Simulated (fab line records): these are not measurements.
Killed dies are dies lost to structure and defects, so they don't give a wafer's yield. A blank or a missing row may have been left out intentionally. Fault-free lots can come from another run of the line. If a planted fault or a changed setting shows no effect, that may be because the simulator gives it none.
Chamber matching + flow gf180mcu + pecvd-01 running GF_PASSIVATION_CVD_00: 3 sister chambers
The step deposits SiO2 from TEOS, target thk 1000 nm, time 111.95 s. 6 wafers are shown with their chamber, then 11 later ones without.

== WAFERS PAIRED WITH THEIR CHAMBERS ==
| wafer  | chamber | heaterPowerW (W) |
|--------|---------|------------------|
| L076.3 | 0       | 701              |
| L079.4 | 2       | 589              |
| L083.2 | 1       | 663              |
| L083.4 | 2       | 681              |
| L083.6 | 1       | 725              |
| L089.4 | 0       | 754              |

== WAFERS MISSING THEIR CHAMBER ==
| wafer  | heaterPowerW (W) |
|--------|------------------|
| L089.5 | 704              |
| L089.6 | 595              |
| L093.3 | 708              |
| L093.4 | 769              |
| L093.5 | 604              |
| L095.2 | 741              |
| L095.4 | 705              |
| L095.6 | 742              |
| L097.2 | 578              |
| L097.4 | 602              |
| L097.5 | 769              |

== THE CHAMBER EACH PASSED THROUGH ==
| wafer  | from the rows above          | in truth |
|--------|------------------------------|----------|
| L089.5 | can't be placed: 1 or 0 or 2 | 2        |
| L089.6 | can't be placed: 2 or 1 or 0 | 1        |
| L093.3 | can't be placed: 1 or 0 or 2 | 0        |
| L093.4 | can't be placed: 0 or 1 or 2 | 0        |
| L093.5 | can't be placed: 2 or 1 or 0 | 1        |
| L095.2 | can't be placed: 0 or 1 or 2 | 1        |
| L095.4 | can't be placed: 1 or 0 or 2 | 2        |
| L095.6 | can't be placed: 0 or 1 or 2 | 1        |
| L097.2 | can't be placed: 2 or 1 or 0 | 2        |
| L097.4 | can't be placed: 2 or 1 or 0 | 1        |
| L097.5 | can't be placed: 0 or 1 or 2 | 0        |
0 of 11 placed correctly. Cannot be placed on the basis of these rows: 11; the candidates contain the true chamber in 11. Placed wrongly: 0.
How it was worked out, from the rows above alone: a wafer's distance from a chamber is the root of the sum, over the readings, of the square of ((its reading less the chamber's mean) divided by the reading's scatter). If the next closest chamber is less than 2 further off than the closest, the wafer can't be placed; otherwise it belongs to the closest. Each chamber's mean is taken over the wafers shown for it. The scatter: take each reading less its chamber's mean, square it, sum over the shown wafers, divide by the number of wafers less the number of chambers, and take the root.
